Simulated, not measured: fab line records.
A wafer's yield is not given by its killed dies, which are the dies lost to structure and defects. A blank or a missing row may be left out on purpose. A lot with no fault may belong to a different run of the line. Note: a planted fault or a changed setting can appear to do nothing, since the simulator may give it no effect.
2 desks looking at one fault | flow sky130 | what lay behind the numbers comes last; until then each desk has only its own

== TOOL OWNER'S DESK, furnace-01 ==
The tool's own readings at SKY_POLY_GATE_OXIDATION_20 (stabilise 600 s, purge 300 s, target thk 4 nm): means of the sampled wafers that have a number, for each lot that ran on this tool. If a lot's mean is further than 4 standard deviations from the usual mean, the lot is out of limits and carries the mark OUT (the distance appears in the brackets).
Columns: A = zone-power-lower-pct at SKY_POLY_GATE_OXIDATION_20, usual 16.62 %; B = zone-power-top-pct at SKY_POLY_GATE_OXIDATION_20, usual 31.1 %
lot  | first seen here | A     | B
L182 | day 16 16:23    | 16.70 | 32.9
L184 | day 18 11:08    | 16.62 | 32.9
L185 | day 19 07:05    | 16.74 | 32.7
L186 | day 19 07:05    | 16.77 | 32.7
L188 | day 19 09:52    | 16.65 | 33.0
L187 | day 19 11:07    | 16.68 | 32.8
L193 | day 21 02:41    | 16.79 | 32.8
L197 | day 22 02:28    | 16.78 | 32.8
L198 | day 22 14:18    | 16.80 | 33.0
This desk's verdict: no lot among the 9 shows anything out of limits.

== METROLOGY DESK ==
Lot by lot, what the gauges showed, no matter which tool ran the lot: averages of those sampled wafers that carry a number. If a lot's mean is further than 4 standard deviations from the usual mean, the lot is out of limits and carries the mark OUT (the distance appears in the brackets).
Columns: A = VIA4_HDPCVD_THK at SKY_VIA4_THK_MEAS_01, usual 1754 nm
lot  | first seen here | A
L181 | day 41 09:23    | 1764
L182 | day 42 10:45    | 1729
L184 | day 43 07:13    | 1746
L185 | day 43 23:39    | 1760
L186 | day 44 00:22    | 1750
L188 | day 44 00:54    | 1756
L187 | day 44 01:59    | 1770
L189 | day 44 07:19    | 1736
L191 | day 44 20:01    | 1743
L193 | day 45 02:50    | 1739
L197 | day 45 23:50    | 1791
L198 | day 46 07:26    | 1750
L202 | day 47 10:19    | 1751
This desk's verdict: no lot among the 13 shows anything out of limits.

== TAKEN TOGETHER ==
The tool owner's desk saw nothing out of limits.
The metrology desk saw nothing out of limits.

== WHAT THE SIMULATOR HAD PUT IN ==
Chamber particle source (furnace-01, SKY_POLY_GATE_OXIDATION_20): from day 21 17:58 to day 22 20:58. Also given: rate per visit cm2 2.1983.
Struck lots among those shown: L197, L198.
